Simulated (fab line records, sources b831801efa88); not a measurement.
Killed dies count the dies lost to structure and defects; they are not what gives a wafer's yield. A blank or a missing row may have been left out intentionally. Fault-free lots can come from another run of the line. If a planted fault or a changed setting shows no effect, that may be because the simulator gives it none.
Struck lot and sound lot, side by side + flow sky130 + 18 steps out of a route of 708
Sound: wafers L541.3, L541.5, L541.6. Struck: wafers L542.1, L542.5, L542.6. The cause is given at the end.
Order at every step that has rows: each side's tool, ch and its chambers, its first start. Under that, the readings that differ: sound wafers + struck wafers + difference of the means + sigmas: that difference in standard deviations of wafers without a fault.
alike: words and numbers the same on both sides, and readings whose means are apart by under 2 such deviations; not compared: readings that were withheld, readings missing a value for some wafer, numbers with overlapping values and no deviation given by the record, and bounds like >300 which may hide the same value.
Wherever a step has rows on one side only, a row that says differs or no value, or a row with sigmas, the two part there. Numbers that have no deviation but don't overlap get no sigmas and don't part them. A reading missing from all wafers of one side parts the sides only when that side holds two or more wafers.

first, 6 steps without rows for these wafers: SKY_LDD_N_IMPLANT_10; SKY_LDD_N_IMPLANT_11; SKY_LDD_N_IMPLANT_12; SKY_LDD_N_IMPLANT_13; SKY_LDD_N_IMPLANT_14; SKY_LDD_N_IMPLANT_15.
SKY_LDD_N_STRIP_16: strips in O2/N2.
  sound on plasma_asher-02 ch 0,1, day 21 14:13; struck on plasma_asher-03 ch 0,1, day 21 14:25
  alike: drypump_motor_current_A, oes_product_au, strip_time_to_endpoint_s
  not compared: rf_hours_counter_h
SKY_LDD_N_TW_MEAS_17:
  sound: film_metro-02 at day 21 14:18; struck: film_metro-03 at day 21 14:31
  alike: LDD_N_TW
then, 4 steps without rows for these wafers: SKY_LDD_P_DEHYDRATE_00 (time 60 s); SKY_LDD_P_HMDS_01 (prime time 60 s); SKY_LDD_P_COAT_02 (resist thk 1140 nm); SKY_LDD_P_SOFTBAKE_03 (time 60 s).
SKY_LDD_P_EXPOSE_04: exposes mask PSDM, target cd 380 nm.
  sound on iline_stepper-02 ch 0, day 22 05:15; struck on iline_stepper-01 ch 0, day 22 06:09
| reading              | sound                | struck               | difference | sigmas |
|----------------------|----------------------|----------------------|------------|--------|
| exposure_dose_mJ_cm2 | 139.81 139.86 140.02 | 134.85 134.93 134.96 | -4.98      | -36    |
  alike: mask
then, 1 step without rows for these wafers: SKY_LDD_P_PEB_05.
SKY_LDD_P_DEVELOP_06: develop time 60 s.
  sound on litho_track-03 ch 0, day 22 20:07; struck on litho_track-03 ch 0, day 22 20:43
| reading                | sound             | struck            | difference | sigmas |
|------------------------|-------------------|-------------------|------------|--------|
| model.LDD_P.cd_nm (nm) | 378.1 377.5 375.6 | 368.7 365.3 369.7 | -9.2       |        |
SKY_LDD_P_CD_MEAS_07: target cd 380 nm.
  sound: cd_sem-02 at day 22 20:16; struck: cd_sem-02 at day 22 20:52
| reading    | sound             | struck            | difference | sigmas |
|------------|-------------------|-------------------|------------|--------|
| cd_nm (nm) | 378.3 377.6 375.6 | 368.7 365.2 369.6 | -9.3       | -5     |
SKY_LDD_P_OVL_MEAS_08:
  sound: overlay-01 at day 22 20:22; struck: overlay-01 at day 22 20:59
  alike: LDD_P_OVL
-- here the record skips 25 days between the struck wafers' starts before and after, leaving off in module LDD_P and picking up in module PAD_OPEN (first step shown: number 708 of the route) --
SKY_PAD_OPEN_PROBE_99:
  record: rows for the struck wafers here (prober-02, day 48 08:05), none for the sound ones

== WHERE THEY PART ==
Earliest at SKY_LDD_P_EXPOSE_04; latest, in this record, at SKY_PAD_OPEN_PROBE_99.

WHY: the cause the simulator had injected
Drift in process parameters on iline_stepper-01 at SKY_LDD_P_EXPOSE_04, starting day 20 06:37. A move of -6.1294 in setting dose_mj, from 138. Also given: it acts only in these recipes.
